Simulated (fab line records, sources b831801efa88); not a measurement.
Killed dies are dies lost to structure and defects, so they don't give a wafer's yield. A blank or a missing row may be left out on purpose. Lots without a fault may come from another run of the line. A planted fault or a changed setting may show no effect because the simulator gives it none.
fab line records | flow sky130
record lots=7 wafers=21 last_day=50
route steps=708 shown PWDE@54 NWELL@56
lots that met no fault: from a run of the same line without faults
start_h: hours from the record's first day to the start of the lot's first wafer shown | wait_h: hours since the lot's step before | " the same as in the row above | L1.1+2: a row that stands for several wafers | - no value, or no start given | * or withheld: withheld | < > ~ a bound
route shown NAME@n: a module of which the file shows steps, and the number in the route of the first | usual: mean/standard deviation of fault-free wafers | same: alike in all rows | chamber/n: place in a boat | sites: the reading at each site | _std_site: their standard deviation | _edge_site: outer sites' mean less inner sites' | radius_mm: how far each site lies from the wafer's centre | mask NAME#n: copy n | behind: the tool/chamber that last shaped the wafer | hold: why the lot was held/for how many hours/how that ended | device: the transistor (n, p or np) that didn't switch | end of line: the same wafers' tests at the end of the route | a step without rows: its recipe alone | killed: dies lost to structure and defects at the first sort, not the wafer's yield | map: a wafer's dies, x killed, . not, _ none there
set.NAME: the setting as run; set.NAME@STEP: as run at that earlier step | model.NAME: the simulator's own value behind a step, which no gauge read
lots at some steps of the route; a table a step, a row a wafer
services: from which hour (start_h, from the record's first day; less than 0 if before it) a tool's chamber was out of use, for how many hours, and why
## steps
# step SKY_PWDE_STRIP_09
# recipe chemistry=O2/N2 power_w=1400 pressure_mtorr=1500 platen_temp_c=withheld o2_flow_sccm=3000 n2_flow_sccm=300 overash_fraction=0.5
# usual drypump_motor_current_A=5.7/0.57 n2_flow_sccm=300.1/0.89 oes_product_au=0.723/0.005 strip_time_to_endpoint_s=36.90/0.1
# same overash_fraction=0.5
# columns lot.wafer tool chamber start_h wait_h drypump_motor_current_A n2_flow_sccm oes_product_au rf_hours_counter_h strip_time_to_endpoint_s
L369.1 plasma_asher-02 0 84.74 0.1 5.1 299.7 0.730 39 36.95
L369.3 " 1 " " 6.4 300.0 0.724 - 36.98
L369.5 " 0 " " 5.1 299.4 0.723 - 36.97
L370.2 plasma_asher-03 1 88.09 0.1 6.3 299.6 0.728 40 36.85
L370.3 " 1 " " 6.3 298.6 0.722 - 36.84
L370.4 " 0 " " 5.2 299.6 0.728 - 36.89
L375.1 plasma_asher-02 0 121.14 0.1 5.1 300.2 0.724 42 36.79
L375.2 " 1 " " 6.4 301.1 0.731 42 36.84
L375.3 " 0 " " 5.1 298.4 0.728 - 36.82
L376.1 plasma_asher-03 1 124.94 0.1 6.3 301.0 0.724 1 36.77
L376.3 " 1 " " 6.3 301.0 0.721 - 36.93
L376.5 " 0 " " 5.2 299.8 0.728 - 36.82
L377.1 plasma_asher-02 0 132.30 0.1 5.1 300.1 0.717 43 36.75
L377.3 " 1 " " 6.4 301.1 0.720 - 36.85
L377.4 " 0 " " 5.1 300.1 0.727 - 36.75
L379.1 plasma_asher-01 1 145.90 0.1 5.2 300.3 0.720 34 36.93
L379.3 " 1 " " 5.2 301.2 0.722 - 36.91
L379.6 " 0 " " 6.1 298.9 0.726 - 36.96
L389.1 plasma_asher-01 1 197.10 0.1 5.2 299.6 0.727 39 36.97
L389.3 " 0 " " 6.1 298.6 0.722 - 36.96
L389.5 " 1 " " 5.2 298.9 0.722 - 36.97
# step SKY_PWDE_TW_MEAS_10
# usual PWDE_TW=375/3.6
# columns lot.wafer tool chamber start_h wait_h PWDE_TW
L369.1 film_metro-02 - 84.84 0.1 373
L369.3 " - " " 375
L369.5 " - " " 374
L370.2 film_metro-02 - 88.20 0.1 373
L370.3 " - " " 375
L370.4 " - " " 373
L375.1 film_metro-02 - 121.24 0.1 375
L375.2 " - " " 373
L375.3 " - " " 376
L376.1 film_metro-02 - 125.04 0.1 374
L376.3 " - " " 375
L376.5 " - " " 376
L377.1 film_metro-03 - 132.40 0.1 378
L377.3 " - " " 376
L377.4 " - " " 377
L379.1 film_metro-04 - 146.00 0.1 370
L379.3 " - " " 371
L379.6 " - " " 373
L389.1 film_metro-03 - 197.20 0.1 376
L389.3 " - " " 378
L389.5 " - " " 379
# step SKY_NWELL_DEHYDRATE_03
# recipe temp_c=200 time_s=60
# step SKY_NWELL_HMDS_04
# recipe prime_time_s=60 prime_temp_c=120
# step SKY_NWELL_COAT_05
# recipe spin_rpm=2000 resist_thk_nm=3000
# step SKY_NWELL_SOFTBAKE_06
# recipe temp_c=110 time_s=withheld
# step SKY_NWELL_EXPOSE_07
# recipe mask_id=NWM na=0.6 source_shape=conventional sigma_outer=0.6 polarization=unpolarized target_cd_nm=840 dose_mj=255
# step SKY_NWELL_PEB_08
# recipe temp_c=115 time_s=withheld
# step SKY_NWELL_DEVELOP_09
# recipe wall_angle_deg=90 developer=TMAH develop_time_s=60 dev_temp_c=23
# step SKY_NWELL_OVL_MEAS_10
# usual NWELL_00_OVL=0.8/1.5
# columns lot.wafer tool chamber start_h wait_h NWELL_00_OVL[nm]
L369.1 overlay-01 - 102.08 - -1.4
L369.3 " - " " -2.4
L369.5 " - " " -2.7
L370.2 overlay-02 - 105.94 - 3.1
L370.3 " - " " 1.6
L370.4 " - " " 0.8
L375.1 overlay-01 - 139.91 - 2.5
L375.2 " - " " -0.3
L375.3 " - " " 1.3
L376.1 overlay-02 - 143.36 - 0.4
L376.3 " - " " 3.3
L376.5 " - " " 0.9
L377.1 overlay-01 - 151.63 - 2.4
L377.3 " - " " -0.6
L377.4 " - " " 0.6
L379.1 overlay-02 - 165.96 - 1.4
L379.3 " - " " 0.0
L379.6 " - " " 4.0
L389.1 overlay-02 - 218.01 - 0.0
L389.3 " - " " 0.8
L389.5 " - " " -1.1
# step SKY_NWELL_IMPLANT_11
# recipe species=P energy_kev=400 dose_cm2=1.9e+13 tilt_deg=withheld
# step SKY_NWELL_IMPLANT_12
# recipe species=P energy_kev=120 dose_cm2=1.3e+12 tilt_deg=withheld
# step SKY_NWELL_IMPLANT_13
# recipe species=P energy_kev=50 dose_cm2=7e+11 tilt_deg=withheld
# usual beam_energy_keV=49.997/0.018 beam_on_s=10.01/0.21
# columns lot.wafer tool chamber start_h wait_h beam_energy_keV beam_on_s
L369.1 implanter-01 0 102.42 0.1 50.023 10.06
L369.3 " 0 " " 50.028 9.88
L369.5 " 0 " " 50.002 9.55
L370.2 implanter-02 0 106.29 0.1 50.007 9.81
L370.3 " 0 " " 50.029 9.86
L370.4 " 0 " " 50.007 9.69
L375.1 implanter-02 - 140.25 0.1 - -
L375.2 " - " " - -
L375.3 " - " " - -
L376.1 implanter-03 - 143.69 0.1 - -
L376.3 " - " " - -
L376.5 " - " " - -
L377.1 implanter-03 - 151.97 0.1 - -
L377.3 " - " " - -
L377.4 " - " " - -
L379.1 implanter-01 0 166.29 0.1 50.011 9.88
L379.3 " 0 " " 50.014 10.30
L379.6 " 0 " " 49.987 9.65
L389.1 implanter-01 0 218.35 0.1 50.027 9.86
L389.3 " 0 " " 50.013 9.86
L389.5 " 0 " " 49.997 9.88
# step SKY_NWELL_STRIP_14
# recipe chemistry=O2/N2 power_w=1400 pressure_mtorr=1500 platen_temp_c=withheld o2_flow_sccm=3000 n2_flow_sccm=300 overash_fraction=0.5
# usual drypump_motor_current_A=5.7/0.47 n2_flow_sccm=300.1/0.87 oes_product_au=0.722/0.0045 strip_time_to_endpoint_s=36.92/0.1
# same overash_fraction=0.5
# columns lot.wafer tool chamber start_h wait_h drypump_motor_current_A n2_flow_sccm oes_product_au rf_hours_counter_h strip_time_to_endpoint_s
L369.1 plasma_asher-01 0 102.57 0.1 6.1 298.9 0.721 29 36.94
L369.3 " 0 " " 6.1 299.4 0.726 - 36.84
L369.5 " 1 " " 5.2 300.7 0.728 - 36.87
L370.2 plasma_asher-04 1 106.42 0.1 5.7 299.9 0.720 42 36.94
L370.3 " 0 " " 5.9 299.6 0.721 - 37.00
L370.4 " 1 " " 5.7 299.2 0.722 - 36.89
L375.1 plasma_asher-02 1 140.40 0.1 6.4 300.0 0.724 44 37.04
L375.2 " 0 " " 5.1 301.4 0.718 44 37.03
L375.3 " 0 " " 5.1 299.6 0.728 - 37.11
L376.1 plasma_asher-04 0 143.84 0.1 5.9 300.0 0.728 46 37.15
L376.3 " 0 " " 5.9 298.8 0.720 - 37.05
L376.5 " 1 " " 5.7 299.9 0.721 - 37.17
L377.1 plasma_asher-04 1 152.12 0.1 5.7 299.9 0.719 47 36.90
L377.3 " 1 " " 5.8 298.6 0.724 - 36.86
L377.4 " 0 " " 5.9 299.6 0.715 - 36.94
L379.1 plasma_asher-04 1 166.44 0.1 5.7 302.0 0.725 49 36.86
L379.3 " 0 " " 5.9 299.3 0.728 - 36.87
L379.6 " 0 " " 5.9 298.9 0.723 - 36.98
L389.1 plasma_asher-02 1 218.50 0.1 6.4 299.9 0.731 50 36.86
L389.3 " 1 " " 6.4 302.2 0.719 - 36.99
L389.5 " 0 " " 5.1 300.6 0.729 - 36.91
# step SKY_NWELL_TW_MEAS_15
# usual NWELL_TW=1812/17
# columns lot.wafer tool chamber start_h wait_h NWELL_TW
L369.1 film_metro-02 - 102.67 0.1 1810
L369.3 " - " " 1826
L369.5 " - " " 1820
L370.2 film_metro-03 - 106.53 0.1 1839
L370.3 " - " " 1842
L370.4 " - " " 1841
L375.1 film_metro-04 - 140.50 0.1 1804
L375.2 " - " " 1795
L375.3 " - " " 1800
L376.1 film_metro-03 - 143.94 0.1 1831
L376.3 " - " " 1835
L376.5 " - " " 1832
L377.1 film_metro-04 - 152.25 0.1 1791
L377.3 " - " " 1785
L377.4 " - " " 1788
L379.1 film_metro-02 - 166.54 0.1 1826
L379.3 " - " " 1827
L379.6 " - " " 1828
L389.1 film_metro-03 - 218.60 0.1 1820
L389.3 " - " " 1826
L389.5 " - " " 1816
# step SKY_NWELL_DEHYDRATE_16
# recipe temp_c=200 time_s=60
# step SKY_NWELL_HMDS_17
# recipe prime_time_s=60 prime_temp_c=120
# step SKY_NWELL_COAT_18
# recipe spin_rpm=2000 resist_thk_nm=3000
# step SKY_NWELL_SOFTBAKE_19
# recipe temp_c=110 time_s=withheld
# step SKY_NWELL_EXPOSE_20
# recipe mask_id=NWM_COMPLEMENT na=0.6 source_shape=conventional sigma_outer=0.6 polarization=unpolarized target_cd_nm=840 dose_mj=260
# step SKY_NWELL_PEB_21
# recipe temp_c=115 time_s=withheld
# step SKY_NWELL_DEVELOP_22
# recipe wall_angle_deg=90 developer=TMAH develop_time_s=60 dev_temp_c=23
# step SKY_NWELL_OVL_MEAS_23
# usual NWELL_01_OVL=0.5/1.5
# columns lot.wafer tool chamber start_h wait_h NWELL_01_OVL[nm]
L369.1 overlay-02 - 120.66 - -1.5
L369.3 " - " " -1.9
L369.5 " - " " -0.3
L370.2 overlay-01 - 124.52 - 2.1
L370.3 " - " " 1.1
L370.4 " - " " 0.9
L375.1 overlay-02 - 159.11 - -1.7
L375.2 " - " " -1.2
L375.3 " - " " 0.3
L376.1 overlay-02 - 163.91 - 1.5
L376.3 " - " " 3.2
L376.5 " - " " 0.9
L377.1 overlay-02 - 171.81 - 1.8
L377.3 " - " " -0.2
L377.4 " - " " -1.0
L379.1 overlay-01 - 186.98 - -0.6
L379.3 " - " " -0.4
L379.6 " - " " 0.2
L389.1 overlay-02 - 241.23 - 2.1
L389.3 " - " " 0.0
L389.5 " - " " 0.8
# step SKY_NWELL_IMPLANT_24
# recipe species=B energy_kev=140 dose_cm2=9.2e+12 tilt_deg=withheld
# step SKY_NWELL_STRIP_25
# recipe chemistry=O2/N2 power_w=1400 pressure_mtorr=1500 platen_temp_c=withheld o2_flow_sccm=3000 n2_flow_sccm=300 overash_fraction=0.5
# usual drypump_motor_current_A=5.7/0.57 n2_flow_sccm=300.0/0.84 oes_product_au=0.723/0.0048 strip_time_to_endpoint_s=36.89/0.13
# same overash_fraction=0.5
# columns lot.wafer tool chamber start_h wait_h drypump_motor_current_A n2_flow_sccm oes_product_au rf_hours_counter_h strip_time_to_endpoint_s
L369.1 plasma_asher-01 0 120.85 0.1 6.1 300.5 0.724 31 36.69
L369.3 " 0 " " 6.2 299.8 0.727 - 36.78
L369.5 " 0 " " 6.1 299.3 0.726 - 36.68
L370.2 plasma_asher-02 1 124.70 0.1 6.4 299.3 0.724 42 36.82
L370.3 " 0 " " 5.1 300.5 0.722 - 36.99
L370.4 " 1 " " 6.4 300.2 0.726 - 36.91
L375.1 plasma_asher-01 0 159.30 0.1 6.1 299.8 0.724 35 37.01
L375.2 " 1 " " 5.2 298.2 0.721 35 36.93
L375.3 " 0 " " 6.1 300.0 0.720 - 36.96
L376.1 plasma_asher-01 1 164.10 0.1 5.2 300.0 0.721 36 36.73
L376.3 " 1 " " 5.2 299.3 0.726 - 36.77
L376.5 " 0 " " 6.1 299.5 0.711 - 36.91
L377.1 plasma_asher-04 0 172.00 0.1 5.9 300.4 0.726 49 36.86
L377.3 " 1 " " 5.8 301.0 0.719 - 37.05
L377.4 " 0 " " 5.9 299.7 0.729 - 36.90
L379.1 plasma_asher-04 1 187.17 0.1 5.8 299.8 0.725 51 36.73
L379.3 " 1 " " 5.8 300.5 0.721 - 36.73
L379.6 " 0 " " 5.9 300.2 0.731 - 36.77
L389.1 plasma_asher-02 1 241.42 0.1 6.4 299.2 0.718 52 37.02
L389.3 " 0 " " 5.1 300.7 0.737 - 37.03
L389.5 " 0 " " 5.1 301.2 0.722 - 37.03
# step SKY_NWELL_TW_MEAS_26
# usual NWELL_2_TW=496/5.3
# columns lot.wafer tool chamber start_h wait_h NWELL_2_TW
L369.1 film_metro-02 - 120.95 0.1 498
L369.3 " - " " 495
L369.5 " - " " 498
L370.2 film_metro-04 - 124.81 0.1 490
L370.3 " - " " 492
L370.4 " - " " 487
L375.1 film_metro-02 - 159.40 0.1 497
L375.2 " - " " 498
L375.3 " - " " 497
L376.1 film_metro-02 - 164.20 0.1 498
L376.3 " - " " 498
L376.5 " - " " 497
L377.1 film_metro-02 - 172.10 0.1 494
L377.3 " - " " 496
L377.4 " - " " 496
L379.1 film_metro-04 - 187.27 0.1 489
L379.3 " - " " 494
L379.6 " - " " 489
L389.1 film_metro-03 - 241.52 0.1 501
L389.3 " - " " 503
L389.5 " - " " 502
# step SKY_NWELL_CLEAN_27
# recipe chemistry=SC1/SC2 mix=1:4:20 temp_c=70 time_s=150 dry=n2_spin
# step SKY_NWELL_RTA_28
# recipe temp_c=1050 time_s=30 idle_temp_c=650 ramp_up_c_per_s=150 ramp_down_c_per_s=90 ambient=N2
# usual anneal_temp_c_max=1055.0/1.4 lamp_power_pct=25.30/0.055 wafer_temp_C_max=1054.9/0.97
# columns lot.wafer tool chamber start_h wait_h anneal_temp_c_max lamp_power_pct wafer_temp_C_max
L369.1 rtp_anneal-01 0 121.06 0.0 1053.0 25.33 1053.8
L369.3 " 0 " " 1054.7 25.34 1054.9
L369.5 " 0 " " 1053.9 25.42 1053.7
L370.2 rtp_anneal-02 0 124.92 0.0 1054.1 25.36 1055.4
L370.3 " 0 " " 1056.4 25.27 1054.1
L370.4 " 0 " " 1055.6 25.31 1053.5
L375.1 rtp_anneal-02 0 159.51 0.0 1057.8 25.30 1054.9
L375.2 " 0 " " 1055.6 25.32 1056.2
L375.3 " 0 " " 1056.5 25.38 1053.5
L376.1 rtp_anneal-01 0 164.31 0.0 1053.1 25.28 1055.0
L376.3 " 0 " " 1052.2 25.34 1053.9
L376.5 " 0 " " 1053.2 25.29 1054.7
L377.1 rtp_anneal-02 0 172.21 0.0 1056.0 25.34 1054.8
L377.3 " 0 " " 1056.0 25.26 1055.3
L377.4 " 0 " " 1054.0 25.26 1054.8
L379.1 rtp_anneal-02 0 187.38 0.0 1056.4 25.30 1053.8
L379.3 " 0 " " 1055.6 25.26 1055.3
L379.6 " 0 " " 1056.2 25.36 1053.7
L389.1 rtp_anneal-02 0 241.63 0.0 1057.0 25.35 1054.8
L389.3 " 0 " " 1054.4 25.38 1054.7
L389.5 " 0 " " 1054.8 25.21 1058.0
# step SKY_NWELL_RS_MEAS_29
# recipe thk_meas_gauge=four-point-probe
# usual NWELL_RS=624.1/1.8
# columns lot.wafer tool chamber start_h wait_h NWELL_RS[ohm/sq]
L369.1 film_metro-03 - 121.16 0.1 624.9
L369.3 " - " " 624.7
L369.5 " - " " 623.2
L370.2 film_metro-03 - 125.03 0.1 626.0
L370.3 " - " " 622.4
L370.4 " - " " 623.6
L375.1 film_metro-04 - 159.61 0.1 647.5
L375.2 " - " " 647.8
L375.3 " - " " 648.2
L376.1 film_metro-04 - 164.41 0.1 650.9
L376.3 " - " " 651.2
L376.5 " - " " 650.5
L377.1 film_metro-03 - 172.41 0.2 650.1
L377.3 " - " " 650.2
L377.4 " - " " 651.4
L379.1 film_metro-03 - 187.48 0.1 624.9
L379.3 " - " " 623.7
L379.6 " - " " 625.1
L389.1 film_metro-02 - 241.73 0.1 624.2
L389.3 " - " " 623.0
L389.5 " - " " 624.6
## services
# columns tool chamber start_h hours kind
implanter-02 - 72.55 2.5 repair
plasma_asher-04 - 74.43 5.3 repair
plasma_asher-02 - 100.66 4.5 repair
implanter-03 - 103.79 3.0 pm
plasma_asher-04 - 103.96 1.4 repair
plasma_asher-03 - 108.75 9.0 pm
plasma_asher-03 0 108.75 9.0 vent_cycle
plasma_asher-03 1 108.75 9.0 vent_cycle
plasma_asher-03 0 117.75 - clean
plasma_asher-03 1 117.75 - clean
implanter-02 - 150.32 4.5 pm
plasma_asher-02 - 162.67 11.3 repair
rtp_anneal-01 - 169.74 62.9 pm
plasma_asher-01 - 188.62 6.2 repair
plasma_asher-02 - 204.79 2.6 repair
plasma_asher-01 - 226.73 4.3 pm
implanter-03 - 231.05 3.2 repair
rtp_anneal-01 - 232.65 2.8 pm
## key
first_sign step=SKY_NWELL_IMPLANT_13 reading=tool_record direction=missing
effect step=SKY_NWELL_RS_MEAS_29 reading=NWELL_RS direction=up sigmas=14 usual=624.1 struck=649.8
met_at SKY_NWELL_IMPLANT_13
struck_wafers L375.1,L375.2,L375.3,L376.1,L376.3,L376.5,L377.1,L377.3,L377.4
later_rows_left_out L375.1,L375.2,L375.3,L376.1,L376.3,L376.5,L377.1,L377.3,L377.4
sort_left_out L375.1,L375.2,L375.3,L376.1,L376.3,L376.5,L377.1,L377.3,L377.4
tester_left_out L375,L376,L377
onset_between 106.29 140.25
fault kind=skipped_step_whole tool=implanter-02,implanter-03 chamber=- onset_h=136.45 steps=SKY_NWELL_IMPLANT_13 scope=struck_lots_only
# tester_left_out: of these lots the tester's yield and bins aren't shown, on N5 and GAA mostly nor the transistor test; their killed dies are dies lost to structure and defects alone, not to doping, threshold or leakage, so they don't give the yield
# sort_left_out: the simulated sort isn't trusted on such a fault, so these wafers' sort isn't shown, and their yield isn't known
# later_rows_left_out: the simulator's readings of these wafers behind a module that went badly wrong aren't trusted and aren't shown, but for the sort
